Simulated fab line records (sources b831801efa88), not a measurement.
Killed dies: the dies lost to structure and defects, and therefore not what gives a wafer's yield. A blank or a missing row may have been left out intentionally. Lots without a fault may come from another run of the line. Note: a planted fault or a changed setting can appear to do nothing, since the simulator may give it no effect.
fab line records ; flow sfq-line
record: lots: 5; wafers: 15; last-day: 95
route steps=325 shown R5@216 I5@228 C5@240 M6@251
lots untouched by any fault: they come from a run of this same line in which no faults occurred
start-h: hours from the record's first day to the start of the lot's first wafer shown ; wait-h: time in hours since the lot's previous step ; " the same as in the row above ; L1.1+2: a row that stands for several wafers ; - no value, or no start given ; * or withheld: withheld ; < > ~ a bound
route shown NAME@n: a module of which the file shows steps, and the number in the route of the first ; usual: the fault-free wafers' mean and standard deviation ; same: alike in all rows ; chamber/n: place in a boat ; sites: the reading at each site ; _std_site: how widely they spread, as a standard deviation ; _edge_site: outer sites' mean less inner sites' ; radius-mm: how far each site lies from the wafer's centre ; mask NAME#n: copy n ; behind: the tool/chamber that last shaped the wafer ; hold: what put the lot on hold/how long, in hours/how the hold closed ; device: the transistor (n, p or np) that didn't switch ; end of line: at the end of the route, the tests of the same wafers ; where a step has no rows: the recipe by itself ; killed: dies that structure and defects cost at the first sort, which is not the same as the wafer's yield ; map: dies across one wafer; x = killed, . = not, _ = none there
set.NAME: the setting that was run; set.NAME@STEP: the one run at that earlier step ; model.NAME: the simulator's own value behind a step, which no gauge read
certain route steps with their lots: each step a table, each wafer a row
services: a tool's chamber out of use, with start hour (start-h, from the record's first day; less than 0 if before it), hours out, and reason
== steps ==
step: SFQ_R5_THK_MEAS_934
recipe: thk-meas-gauge: xrf; reads: MoNx_of_TRILAYER_R5_DEP_SPUTTER_133
usual: R5_MONX_THK: 39.6/0.53
lot.wafer;tool;chamber;start-h;wait-h;R5_MONX_THK[nm]
L452.2;film-metro-02;-;1449.37;0.1;39.0
L452.3;film-metro-02;-;1449.37;0.1;39.4
L452.6;film-metro-02;-;1449.37;0.1;39.4
L459.2;film-metro-03;-;1490.88;0.1;39.9
L459.3;film-metro-03;-;1490.88;0.1;40.3
L459.4;film-metro-03;-;1490.88;0.1;39.7
L466.3;film-metro-02;-;1633.45;0.1;39.6
L466.4;film-metro-02;-;1633.45;0.1;39.2
L466.5;film-metro-02;-;1633.45;0.1;39.7
L467.1;film-metro-03;-;1635.83;0.1;40.2
L467.5;film-metro-03;-;1635.83;0.1;40.2
L467.6;film-metro-03;-;1635.83;0.1;40.1
L472.1;film-metro-04;-;1759.32;0.1;39.2
L472.2;film-metro-04;-;1759.32;0.1;39.2
L472.5;film-metro-04;-;1759.32;0.1;38.7
step: SFQ_TRILAYER_R5_LITHO_COAT_141
recipe: resist: BARC; spin-rpm: 3000; resist-thk-nm: 62
step: SFQ_TRILAYER_R5_LITHO_COAT_136
recipe: resist: KrF; spin-rpm: 3000; resist-thk-nm: 600
step: SFQ_TRILAYER_R5_LITHO_SOFTBAKE_140
recipe: temp-c: withheld; time-s: withheld; resist: KrF
step: SFQ_TRILAYER_R5_LITHO_EXPOSE_137
recipe: mask-id: R5; na: 0.6; source-shape: conventional; sigma-outer: 0.65; target-cd-nm: 500; dose-mj: 14.4
step: SFQ_TRILAYER_R5_LITHO_PEB_139
recipe: peb-temp-c: 115; peb-time-s: 60; resist: KrF
step: SFQ_TRILAYER_R5_LITHO_DEVELOP_138
recipe: time-s: 60; resist: KrF
step: SFQ_R5_OVL_MEAS_935
usual: R5_OVL: 2/5.7
lot.wafer;tool;chamber;start-h;wait-h;R5_OVL[nm]
L452.2;overlay-02;-;1451.68;0.1;3
L452.3;overlay-02;-;1451.68;0.1;1
L452.6;overlay-02;-;1451.68;0.1;2
L459.2;overlay-02;-;1624.15;0.1;-1
L459.3;overlay-02;-;1624.15;0.1;-3
L459.4;overlay-02;-;1624.15;0.1;-4
L466.3;overlay-02;-;1748.92;0.1;2
L466.4;overlay-02;-;1748.92;0.1;-1
L466.5;overlay-02;-;1748.92;0.1;3
L467.1;overlay-02;-;1751.30;0.1;-7
L467.5;overlay-02;-;1751.30;0.1;-6
L467.6;overlay-02;-;1751.30;0.1;-1
L472.1;overlay-02;-;1776.64;0.1;10
L472.2;overlay-02;-;1776.64;0.1;11
L472.5;overlay-02;-;1776.64;0.1;10
step: SFQ_TRILAYER_R5_BARC_OPEN_METAL_ETCH_177
recipe: mask-material: PR; chemistry: O2; target-depth-nm: 125; target: BARC; icp-w: 600; bias-w: 80; pressure-mtorr: 10; time-s: 41.7
usual: bias-w: 79.93/0.23; drypump-motor-current-A: 5.7/0.42; oes-product-au: 0.685/0.0044
lot.wafer;tool;chamber;start-h;wait-h;bias-w;drypump-motor-current-A;oes-product-au;rf-hours-counter-h
L452.2;rie-metal-02;1;1451.71;0.0;79.79;6.2;0.687;130
L452.3;rie-metal-02;0;1451.71;0.0;79.78;5.4;0.686;-
L452.6;rie-metal-02;1;1451.71;0.0;80.37;6.2;0.682;-
L459.2;rie-metal-04;1;1624.18;0.0;80.01;6.1;0.687;108
L459.3;rie-metal-04;0;1624.18;0.0;79.76;6.2;0.684;-
L459.4;rie-metal-04;1;1624.18;0.0;80.06;6.0;0.682;-
L466.3;rie-metal-04;0;1748.96;0.0;80.37;6.2;0.680;-
L466.4;rie-metal-04;1;1748.96;0.0;80.17;6.1;0.678;-
L466.5;rie-metal-04;0;1748.96;0.0;80.14;6.2;0.674;-
L467.1;rie-metal-04;1;1751.34;0.0;79.89;6.0;0.682;124
L467.5;rie-metal-04;0;1751.34;0.0;80.16;6.2;0.689;-
L467.6;rie-metal-04;1;1751.34;0.0;79.95;6.0;0.688;-
L472.1;rie-metal-04;0;1776.67;0.0;80.05;6.2;0.681;108
L472.2;rie-metal-04;0;1776.67;0.0;80.05;6.2;0.687;-
L472.5;rie-metal-04;0;1776.67;0.0;79.88;6.2;0.687;-
step: SFQ_TRILAYER_R5_ETCH_METAL_ETCH_139
recipe: stop-on: SiO2; mask-material: PR; chemistry: Cl2; target-depth-nm: 60; icp-w: 600; bias-w: 80; pressure-mtorr: 10; time-s: 40
step: SFQ_TRILAYER_R5_STRIP_STRIP_140
recipe: gas: O2; power-w: 200; platen-temp-c: 40; overash-fraction: 0.65; chemistry: O2; pressure-mtorr: 50
usual: drypump-motor-current-A: 5.7/0.42; oes-product-au: 1.002/0.0072
lot.wafer;tool;chamber;start-h;wait-h;drypump-motor-current-A;oes-product-au;rf-hours-counter-h
L452.2;rie-metal-02;1;1451.82;0.0;6.2;0.993;130
L452.3;rie-metal-02;0;1451.82;0.0;5.4;0.992;-
L452.6;rie-metal-02;1;1451.82;0.0;6.3;1.001;-
L459.2;rie-metal-04;1;1624.29;0.0;6.1;1.001;108
L459.3;rie-metal-04;0;1624.29;0.0;6.2;0.996;-
L459.4;rie-metal-04;1;1624.29;0.0;6.0;1.017;-
L466.3;rie-metal-04;0;1749.26;0.2;6.2;1.002;-
L466.4;rie-metal-04;1;1749.26;0.2;6.1;0.992;-
L466.5;rie-metal-04;0;1749.26;0.2;6.3;1.004;-
L467.1;rie-metal-04;1;1751.46;0.0;6.0;1.000;124
L467.5;rie-metal-04;0;1751.46;0.0;6.2;0.996;-
L467.6;rie-metal-04;1;1751.46;0.0;6.0;0.997;-
L472.1;rie-metal-04;0;1776.91;0.1;6.2;1.001;108
L472.2;rie-metal-04;0;1776.91;0.1;6.2;1.006;-
L472.5;rie-metal-04;0;1776.91;0.1;6.2;1.016;-
step: SFQ_TRILAYER_R5_STRIP_SOLV_CLEAN_141
recipe: chemistry: NMP; temp-c: 70; time-s: 600
step: SFQ_TRILAYER_A5C_DEP_PECVD_142
recipe: material: SiO2; temp-c: 150; time-s: 15.556; pressure-torr: 2.4; rf-w: 183.3; precursor: SiH4/N2O; target-thk-nm: 70
usual: chamber-pressure-Torr: 2.400/0.0055; heater-power-w: 77/18; susceptor-temp-C: 150.00/0.14; throttle-valve-pct: 25.2/1.1
lot.wafer;tool;chamber;start-h;wait-h;chamber-pressure-Torr;heater-power-w;susceptor-temp-C;throttle-valve-pct;model.SiO2_of_TRILAYER_A5C_DEP_PECVD_142.thk-nm
L452.2;pecvd-03;2;1452.60;0.0;2.393;38;150.00;25.4;67.72
L452.3;pecvd-03;0;1452.60;0.0;2.397;95;149.60;23.9;69.43
L452.6;pecvd-03;0;1452.60;0.0;2.409;92;150.07;23.7;69.59
L459.2;pecvd-02;2;1625.07;0.0;2.395;101;150.25;24.2;69.49
L459.3;pecvd-02;0;1625.07;0.0;2.385;63;150.26;24.9;69.2
L459.4;pecvd-02;2;1625.07;0.0;2.390;102;150.15;23.9;70.31
L466.3;pecvd-03;2;1749.83;0.0;2.399;47;149.97;27.1;68.57
L466.4;pecvd-03;0;1749.83;0.0;2.395;88;149.99;24.9;69.47
L466.5;pecvd-03;1;1749.83;0.0;2.400;89;149.88;24.9;69.07
L467.1;pecvd-02;2;1752.23;0.0;2.400;105;149.95;24.3;68.46
L467.5;pecvd-02;0;1752.23;0.0;2.400;64;-;25.4;67.25
L467.6;pecvd-02;2;1752.23;0.0;2.411;102;150.06;23.9;70.38
L472.1;pecvd-01;2;1778.29;0.0;2.394;84;149.75;25.8;69.68
L472.2;pecvd-01;0;1778.29;0.0;2.392;76;150.02;27.8;69.9
L472.5;pecvd-01;0;1778.29;0.0;2.392;76;150.22;27.8;71.33
step: SFQ_TRILAYER_I5_LITHO_COAT_149
recipe: resist: BARC; spin-rpm: 3000; resist-thk-nm: 62
step: SFQ_TRILAYER_I5_LITHO_COAT_144
recipe: resist: KrF; spin-rpm: 3000; resist-thk-nm: 650
step: SFQ_TRILAYER_I5_LITHO_SOFTBAKE_148
recipe: temp-c: withheld; time-s: withheld; resist: KrF
step: SFQ_TRILAYER_I5_LITHO_EXPOSE_145
recipe: mask-id: I5; na: 0.6; source-shape: conventional; sigma-outer: 0.65; target-cd-nm: 700; dose-mj: 21.3
step: SFQ_TRILAYER_I5_LITHO_PEB_147
recipe: peb-temp-c: 115; peb-time-s: 60; resist: KrF
step: SFQ_TRILAYER_I5_LITHO_DEVELOP_146
recipe: time-s: 60; resist: KrF
step: SFQ_I5_OVL_MEAS_936
usual: I5_OVL: -2/5.4
lot.wafer;tool;chamber;start-h;wait-h;I5_OVL[nm]
L452.2;overlay-01;-;1532.21;0.1;-6
L452.3;overlay-01;-;1532.21;0.1;-5
L452.6;overlay-01;-;1532.21;0.1;-5
L459.2;overlay-02;-;1740.51;0.1;-4
L459.3;overlay-02;-;1740.51;0.1;2
L459.4;overlay-02;-;1740.51;0.1;-1
L466.3;overlay-02;-;1768.25;0.1;2
L466.4;overlay-02;-;1768.25;0.1;-3
L466.5;overlay-02;-;1768.25;0.1;4
L467.1;overlay-02;-;1769.44;0.1;1
L467.5;overlay-02;-;1769.44;0.1;0
L467.6;overlay-02;-;1769.44;0.1;1
L472.1;overlay-02;-;1797.88;0.1;-6
L472.2;overlay-02;-;1797.88;0.1;-5
L472.5;overlay-02;-;1797.88;0.1;-2
step: SFQ_TRILAYER_I5_BARC_OPEN_VIA_ETCH_200
recipe: mask-material: PR; chemistry: O2; target-depth-nm: 125; target: BARC; source-w: 500; bias-w: 80; pressure-mtorr: 30; time-s: 41.7
step: SFQ_TRILAYER_I5_ETCH_VIA_ETCH_147
recipe: stop-on: Nb; mask-material: PR; chemistry: CHF3; target-depth-nm: 360; source-w: 500; bias-w: 80; pressure-mtorr: 30; time-s: withheld
step: SFQ_TRILAYER_I5_STRIP_STRIP_148
recipe: gas: O2; power-w: 200; platen-temp-c: 40; overash-fraction: 0.65; chemistry: O2; pressure-mtorr: 50
usual: drypump-motor-current-A: 5.6/0.33; oes-product-au: 1.002/0.0083
lot.wafer;tool;chamber;start-h;wait-h;drypump-motor-current-A;oes-product-au;rf-hours-counter-h
L452.2;rie-metal-02;0;1532.43;-;5.4;0.990;61
L452.3;rie-metal-02;1;1532.43;-;6.2;0.999;-
L452.6;rie-metal-02;1;1532.43;-;6.2;0.988;-
L459.2;rie-metal-01;1;1740.73;-;5.5;1.003;112
L459.3;rie-metal-01;1;1740.73;-;5.5;1.003;-
L459.4;rie-metal-01;0;1740.73;-;5.9;0.998;-
L466.3;rie-metal-03;1;1768.66;-;5.3;0.986;-
L466.4;rie-metal-03;0;1768.66;-;5.3;1.001;-
L466.5;rie-metal-03;1;1768.66;-;5.3;0.989;-
L467.1;rie-metal-01;1;1769.66;-;5.5;1.011;117
L467.5;rie-metal-01;0;1769.66;-;5.8;1.008;-
L467.6;rie-metal-01;1;1769.66;-;5.4;1.011;-
L472.1;rie-metal-01;1;1798.10;-;5.5;1.018;121
L472.2;rie-metal-01;0;1798.10;-;5.9;1.006;102
L472.5;rie-metal-01;1;1798.10;-;5.5;1.004;-
step: SFQ_TRILAYER_I5_STRIP_SOLV_CLEAN_149
recipe: chemistry: NMP; temp-c: 70; time-s: 600
step: SFQ_TRILAYER_C5_LITHO_COAT_156
recipe: resist: BARC; spin-rpm: 3000; resist-thk-nm: 62
step: SFQ_TRILAYER_C5_LITHO_COAT_151
recipe: resist: KrF; spin-rpm: 3000; resist-thk-nm: 650
step: SFQ_TRILAYER_C5_LITHO_SOFTBAKE_155
recipe: temp-c: withheld; time-s: withheld; resist: KrF
step: SFQ_TRILAYER_C5_LITHO_EXPOSE_152
recipe: mask-id: C5; na: 0.6; source-shape: conventional; sigma-outer: 0.65; target-cd-nm: 500; dose-mj: 21.3
step: SFQ_TRILAYER_C5_LITHO_PEB_154
recipe: peb-temp-c: 115; peb-time-s: 60; resist: KrF
step: SFQ_TRILAYER_C5_LITHO_DEVELOP_153
recipe: time-s: 60; resist: KrF
step: SFQ_C5_OVL_MEAS_937
usual: C5_OVL: -1/5.4
lot.wafer;tool;chamber;start-h;wait-h;C5_OVL[nm]
L452.2;overlay-01;-;1541.94;0.1;-7
L452.3;overlay-01;-;1541.94;0.1;-1
L452.6;overlay-01;-;1541.94;0.1;-4
L459.2;overlay-02;-;1836.18;0.1;1
L459.3;overlay-02;-;1836.18;0.1;-3
L459.4;overlay-02;-;1836.18;0.1;4
L466.3;overlay-01;-;1856.59;0.1;-4
L466.4;overlay-01;-;1856.59;0.1;-10
L466.5;overlay-01;-;1856.59;0.1;-10
L467.1;overlay-01;-;1858.98;0.1;0
L467.5;overlay-01;-;1858.98;0.1;3
L467.6;overlay-01;-;1858.98;0.1;5
L472.1;overlay-02;-;1891.90;0.1;4
L472.2;overlay-02;-;1891.90;0.1;3
L472.5;overlay-02;-;1891.90;0.1;6
step: SFQ_TRILAYER_C5_BARC_OPEN_VIA_ETCH_210
recipe: mask-material: PR; chemistry: O2; target-depth-nm: 125; target: BARC; source-w: 500; bias-w: 80; pressure-mtorr: 30; time-s: 41.7
usual: bias-w: 80.02/0.25; drypump-motor-current-A: 5.6/0.51; oes-product-au: 0.685/0.0043
lot.wafer;tool;chamber;start-h;wait-h;bias-w;drypump-motor-current-A;oes-product-au;rf-hours-counter-h
L452.2;rie-diel-02;3;1541.97;0.0;79.61;6.0;0.682;4
L452.3;rie-diel-02;0;1541.97;0.0;79.88;5.6;0.690;11
L452.6;rie-diel-02;2;1541.97;0.0;80.01;5.1;0.690;-
L459.2;rie-diel-04;1;1836.21;0.0;79.60;5.6;0.685;17
L459.3;rie-diel-04;0;1836.21;0.0;80.07;6.6;0.684;2
L459.4;rie-diel-04;2;1836.21;0.0;80.14;4.7;0.684;2
L466.3;rie-diel-01;2;1856.61;0.0;79.44;6.0;0.689;15
L466.4;rie-diel-01;1;1856.61;0.0;80.30;5.3;0.690;16
L466.5;rie-diel-01;0;1856.61;0.0;80.01;5.4;0.685;-
L467.1;rie-diel-04;0;1859.01;0.0;79.79;6.6;0.686;2
L467.5;rie-diel-04;0;1859.01;0.0;79.70;6.5;0.683;-
L467.6;rie-diel-04;3;1859.01;0.0;80.33;5.0;0.684;-
L472.1;rie-diel-02;0;1891.93;0.0;80.41;5.6;0.682;16
L472.2;rie-diel-02;2;1891.93;0.0;80.20;5.1;0.686;19
L472.5;rie-diel-02;3;1891.93;0.0;80.07;6.0;0.678;-
step: SFQ_TRILAYER_C5_ETCH_VIA_ETCH_154
recipe: target: SiO2; mask-material: PR; chemistry: CHF3; target-depth-nm: 84; source-w: 500; bias-w: 80; pressure-mtorr: 30; time-s: withheld; stop-on: Nb
usual: bias-w: 79.98/0.25; drypump-motor-current-A: 5.6/0.51; oes-product-au: 0.891/0.0092
lot.wafer;tool;chamber;start-h;wait-h;bias-w;drypump-motor-current-A;oes-product-au;model.etch.depth-nm;model.C5.feature-depth-nm
L452.2;rie-diel-02;3;1542.01;0.0;80.19;6.0;0.878;67.72;67.72
L452.3;rie-diel-02;0;1542.01;0.0;80.41;5.6;0.894;69.43;69.43
L452.6;rie-diel-02;2;1542.01;0.0;79.95;5.1;0.889;69.59;69.59
L459.2;rie-diel-04;1;1836.25;0.0;79.70;5.6;0.893;69.49;69.49
L459.3;rie-diel-04;0;1836.25;0.0;79.99;6.6;0.881;69.2;69.2
L459.4;rie-diel-04;2;1836.25;0.0;80.36;4.7;0.893;70.31;70.31
L466.3;rie-diel-01;2;1856.65;0.0;80.06;6.0;0.883;68.57;68.57
L466.4;rie-diel-01;1;1856.65;0.0;80.12;5.3;0.892;69.47;69.47
L466.5;rie-diel-01;0;1856.65;0.0;80.26;5.4;0.890;69.07;69.07
L467.1;rie-diel-04;0;1859.05;0.0;79.75;6.6;0.880;68.46;68.46
L467.5;rie-diel-04;0;1859.05;0.0;79.67;6.6;0.869;67.25;67.25
L467.6;rie-diel-04;3;1859.05;0.0;80.25;4.9;0.903;70.38;70.38
L472.1;rie-diel-02;0;1891.97;0.0;80.03;5.6;0.887;69.68;69.68
L472.2;rie-diel-02;2;1891.97;0.0;79.73;5.1;0.897;69.9;69.9
L472.5;rie-diel-02;3;1891.97;0.0;80.38;6.0;0.912;71.33;71.33
step: SFQ_TRILAYER_C5_STRIP_STRIP_155
recipe: gas: O2; power-w: 200; platen-temp-c: 40; overash-fraction: 0.65; chemistry: O2; pressure-mtorr: 50
step: SFQ_TRILAYER_C5_STRIP_SOLV_CLEAN_156
recipe: chemistry: NMP; temp-c: 70; time-s: 600
step: SFQ_TRILAYER_M6_DEP_PRE_CLEAN_158
recipe: gas: Ar; time-s: 22.5; bias-v: 250
lot.wafer;tool;chamber;start-h;wait-h;model.SiO2_of_TRILAYER_A5C_DEP_PECVD_142.thk-nm
L452.2;pvd-sputter-06;-;1542.83;0.0;60.22
L452.3;pvd-sputter-06;-;1542.83;0.0;61.93
L452.6;pvd-sputter-06;-;1542.83;0.0;62.09
L459.2;pvd-sputter-06;-;1837.08;0.0;61.99
L459.3;pvd-sputter-06;-;1837.08;0.0;61.7
L459.4;pvd-sputter-06;-;1837.08;0.0;62.81
L466.3;pvd-sputter-06;-;1857.48;0.0;61.07
L466.4;pvd-sputter-06;-;1857.48;0.0;61.97
L466.5;pvd-sputter-06;-;1857.48;0.0;61.57
L467.1;pvd-sputter-03;-;1859.88;0.0;60.96
L467.5;pvd-sputter-03;-;1859.88;0.0;59.75
L467.6;pvd-sputter-03;-;1859.88;0.0;62.89
L472.1;pvd-sputter-06;-;1892.80;0.0;62.18
L472.2;pvd-sputter-06;-;1892.80;0.0;62.4
L472.5;pvd-sputter-06;-;1892.80;0.0;63.83
step: SFQ_TRILAYER_M6_DEP_SPUTTER_157
recipe: material: Nb; base-pressure-pa: 1.33e-06; chamber-pressure-pa: 0.1333; substrate-temp-c: 20; target-thk-nm: 200; power-w: 2000; time-s: 133.3
usual: cathode-dc-power-W: 2000.0/0.37; throttle-valve-pct: 29.5/1.4
lot.wafer;tool;chamber;start-h;wait-h;cathode-dc-power-W;throttle-valve-pct
L452.2;pvd-sputter-06;-;1542.86;0.0;2000.4;27.1
L452.3;pvd-sputter-06;-;1542.86;0.0;1999.3;29.6
L452.6;pvd-sputter-06;-;1542.86;0.0;1999.1;29.8
L459.2;pvd-sputter-06;-;1837.11;0.0;1999.7;30.3
L459.3;pvd-sputter-06;-;1837.11;0.0;2000.1;27.2
L459.4;pvd-sputter-06;-;1837.11;0.0;2000.0;30.7
L466.3;pvd-sputter-06;-;1857.51;0.0;1999.9;29.4
L466.4;pvd-sputter-06;-;1857.51;0.0;2000.2;29.7
L466.5;pvd-sputter-06;-;1857.51;0.0;2000.2;27.0
L467.1;pvd-sputter-03;-;1859.91;0.0;2000.1;28.4
L467.5;pvd-sputter-03;-;1859.91;0.0;2000.1;30.4
L467.6;pvd-sputter-03;-;1859.91;0.0;2000.1;29.5
L472.1;pvd-sputter-06;-;1892.83;0.0;2000.6;30.0
L472.2;pvd-sputter-06;-;1892.83;0.0;1999.2;30.9
L472.5;pvd-sputter-06;-;1892.83;0.0;2000.2;27.1
== services ==
tool;chamber;start-h;hours;kind
rie-diel-04;1;1434.31;3.3;repair
pvd-sputter-06;-;1442.18;13.5;repair
rie-diel-04;-;1495.36;2.4;repair
rie-diel-02;2;1502.62;7.6;repair
rie-metal-04;1;1535.69;44.0;repair
rie-diel-04;2;1542.09;8.0;repair
rie-metal-04;-;1545.24;0.8;repair
rie-metal-04;0;1545.38;7.4;repair
rie-diel-02;1;1558.83;4.6;repair
pvd-sputter-06;-;1583.50;20.3;repair
rie-diel-02;3;1587.43;1.9;repair
rie-diel-02;-;1589.72;1.8;repair
pvd-sputter-06;-;1597.28;3.2;repair
pvd-sputter-06;-;1613.41;4.8;repair
rie-diel-02;-;1640.13;2.8;pm
rie-diel-04;1;1657.94;6.8;repair
rie-metal-01;-;1697.98;1.4;pm
rie-diel-04;3;1723.94;7.1;repair
rie-metal-02;1;1724.98;5.9;repair
rie-metal-01;1;1755.90;3.2;repair
rie-diel-02;3;1807.57;18.2;repair
rie-diel-02;0;1815.14;4.6;repair
pvd-sputter-06;-;1815.70;5.2;repair
rie-diel-04;1;1850.63;3.5;repair
== key ==
first-sign none at tools or gauges
model-effect: step: SFQ_TRILAYER_A5C_DEP_PECVD_142; value: SiO2_of_TRILAYER_A5C_DEP_PECVD_142.thk-nm; without: 69.95; struck: 67.25
model-effect: step: SFQ_TRILAYER_C5_ETCH_VIA_ETCH_154; value: etch.depth-nm; without: 69.95; struck: 67.25
model-effect: step: SFQ_TRILAYER_M6_DEP_PRE_CLEAN_158; value: SiO2_of_TRILAYER_A5C_DEP_PECVD_142.thk-nm; without: 62.45; struck: 59.75
met-at SFQ_TRILAYER_A5C_DEP_PECVD_142
struck-wafers L467.5
onset-between 1625.07 1752.23
fault: kind: process-parameter-drift; tool: pecvd-02; chamber: -; onset-h: 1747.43; steps: SFQ_TRILAYER_A5C_DEP_PECVD_142; channel: time-s; offset: *; shape: step; end-h: 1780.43; scope: struck-wafers-only; acts-in: *; stated: *
